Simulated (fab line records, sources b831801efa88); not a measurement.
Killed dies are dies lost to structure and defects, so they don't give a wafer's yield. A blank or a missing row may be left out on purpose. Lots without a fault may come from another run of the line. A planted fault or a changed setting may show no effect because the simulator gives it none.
Problem report in the 8D (eight disciplines) form, filled by code | flow sky130 | the parts of the form that need people (team, actions taken, sign-off) are left out

1. THE PROBLEM
RES_XHIGH_RS at SKY_SD_N_RS_MEAS_18 reads a mean of 345.2 ohm/sq on 6 wafers of 2 lots; wafers without a fault read 332.8 ohm/sq with a standard deviation of 1.2. That is +10 standard deviations from the usual mean.
The step: measures by four-point-probe.
First seen on wafer L614.3, day 31 09:11, on film_metro-04. The record holds 36 wafers of 12 lots with a number at this step. Rule for "out", or "out of limits": more than 4 standard deviations from the usual mean. The other wafers with a number count as sound.

2. WHAT IT IS AND WHAT IT IS NOT
question                    | is                           | is not
which readings at this step | RES_XHIGH_RS                 | -
which lots                  | L614, L616                   | L603, L604, L605, L606, L607, L622, L623, L624, L625, L626
which wafers of those lots  | all that have a number       | -
read on which gauges        | film_metro-01, film_metro-04 | film_metro-02
when                        | from day 31 09:11            | up to then (15 sound wafers); but 15 sound wafers of L622, L623, L624, L625, L626 came after

3. SUSPECTS, AND WHAT RULES EACH OUT
Counting: a tool at a process step up to the reading stays a suspect if it ran every lot that is out and no sound lot after the first of them.
- the gauge at SKY_SD_N_RS_MEAS_18: ruled out. The wafers that are out were read on 2 gauges (film_metro-01, film_metro-04).
- implanter-02 at SKY_RES_XHIGH_IMPLANT_07: kept. It ran every lot that is out, first L614 (day 30 05:22), and no sound lot after that; its last sound lot up to then is L607 (day 27 07:49).
Left after counting: implanter-02 at SKY_RES_XHIGH_IMPLANT_07.

4. THE CAUSE (what the simulator had put in)
Process parameter drift: implanter-02, from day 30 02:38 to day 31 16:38, at SKY_RES_XHIGH_IMPLANT_07. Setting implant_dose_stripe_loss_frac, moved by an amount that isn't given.
Counting left only this tool.

5. THE CHAIN OF EFFECTS, in route order
Each row: a reading whose mean over the struck wafers that have a number lies more than 3 standard deviations from the usual. Only readings for which the record gives a usual standard deviation are gone through. hours: the time from each lot's start at the first step in this table that gives one to its start at this step, as a median over the lots. sigmas: the change in usual standard deviations.
hours | step                     | reading      | usual        | on struck wafers | change | sigmas
0     | SKY_RES_XHIGH_TW_MEAS_09 | RES_XHIGH_TW | 1642         | 1617             | -25    | -3.2
28    | SKY_SD_N_RS_MEAS_18      | RES_XHIGH_RS | 332.8 ohm/sq | 345.2            | +12.4  | +10

6. WHAT WOULD HAVE CAUGHT IT SOONER
In this record the first reading out of limits at a measuring or inspecting step was taken at day 31 09:11, 31 hours after the fault began at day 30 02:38.
Of the tool readings at SKY_RES_XHIGH_IMPLANT_07 for which the record gives a usual standard deviation, none was out on any struck wafer, so an alarm limit of 4 standard deviations on them would not have fired.
Of the lots that are out (2), L616 began SKY_RES_XHIGH_IMPLANT_07 on implanter-02 after day 31 09:11. A hold on the tool at that time would have spared it.
